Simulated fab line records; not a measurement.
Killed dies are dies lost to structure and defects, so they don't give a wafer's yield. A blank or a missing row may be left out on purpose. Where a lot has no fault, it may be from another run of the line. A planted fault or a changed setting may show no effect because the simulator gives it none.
Code-filled problem report in 8D (eight disciplines) form || flow gf180mcu || the parts of the form that need people (team, actions taken, sign-off) are left out

1. PROBLEM STATEMENT
developer-temp-C at GF_M3_DEVELOP_13 reads a mean of 20.22 C on 6 wafers of 2 lots; wafers without a fault read 20.99 C with a standard deviation of 0.11. Relative to the usual mean, that is a shift of -7.0 standard deviations.
The step: develop time 60 s.
First observed at day 26 18:46: wafer L315.1, on litho-track-02. The record holds 39 wafers of 13 lots with a number at this step. The rule behind "out" and "out of limits": a value lying over 4 standard deviations away from the usual mean. Any other wafer with a number is counted as sound.

2. WHAT IT IS AND WHAT IT IS NOT
{"question": "which readings at this step", "is": "developer-temp-C", "is not": "chill-plate-temp-C"}
{"question": "which lots", "is": "L315, L316", "is not": "L300, L302, L304, L305, L306, L312, L318, L319, L320, L321, L322"}
{"question": "which wafers of those lots", "is": "all that have a number", "is not": "-"}
{"question": "read on which tools", "is": "litho-track-02", "is not": "litho-track-03, litho-track-04"}
{"question": "when", "is": "from day 26 18:46", "is not": "up to then (18 sound wafers); but 15 sound wafers of L318, L319, L320, L321, L322 came after"}

3. SUSPECTS, AND WHAT RULES EACH OUT
Counting: a tool stays on the suspect list if, at a process step up to the reading, it processed all lots that are out and no sound lot following the first of them.
- litho-track-02 at GF_M3_DEVELOP_13 (develop time 60 s): kept. All lots that are out passed through it, beginning with L315 at day 26 18:46, and no sound lot followed; its final sound lot before that point was L312 at day 26 06:07. Its own readings are out on those wafers: developer-temp-C.
After counting, what remains is litho-track-02 at GF_M3_DEVELOP_13.

4. THE CAUSE (what the simulator had put in)
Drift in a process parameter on litho-track-02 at GF_M3_DEVELOP_13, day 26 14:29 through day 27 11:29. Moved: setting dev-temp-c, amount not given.
After counting, this tool was the only one left.

5. THE CHAIN OF EFFECTS, in route order
Rows list readings where the struck wafers' mean (over those with a number) sits beyond 3 standard deviations from the usual. Readings are gone through only where the record gives a usual standard deviation; hours: the median, over the lots, of the time from a lot's start at the first step in this table giving one to that lot's start at this step; sigmas: the change measured in usual standard deviations.
{"hours": 0, "step": "GF_M3_DEVELOP_13", "reading": "developer-temp-C", "usual": "20.99 C", "on struck wafers": 20.22, "change": -0.77, "sigmas": -7.0}
Process steps it contains:
- GF_M3_DEVELOP_13: develop time 60 s.
Later steps that measure or inspect, where all struck wafers having a row at the step show a number for every such reading and not one has moved that far: GF_V3_BOW_MEAS_05.

6. WHAT WOULD HAVE CAUGHT IT SOONER
In this record no reading fell out of limits until day 26 18:46, 4 hours after the fault had begun at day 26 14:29.
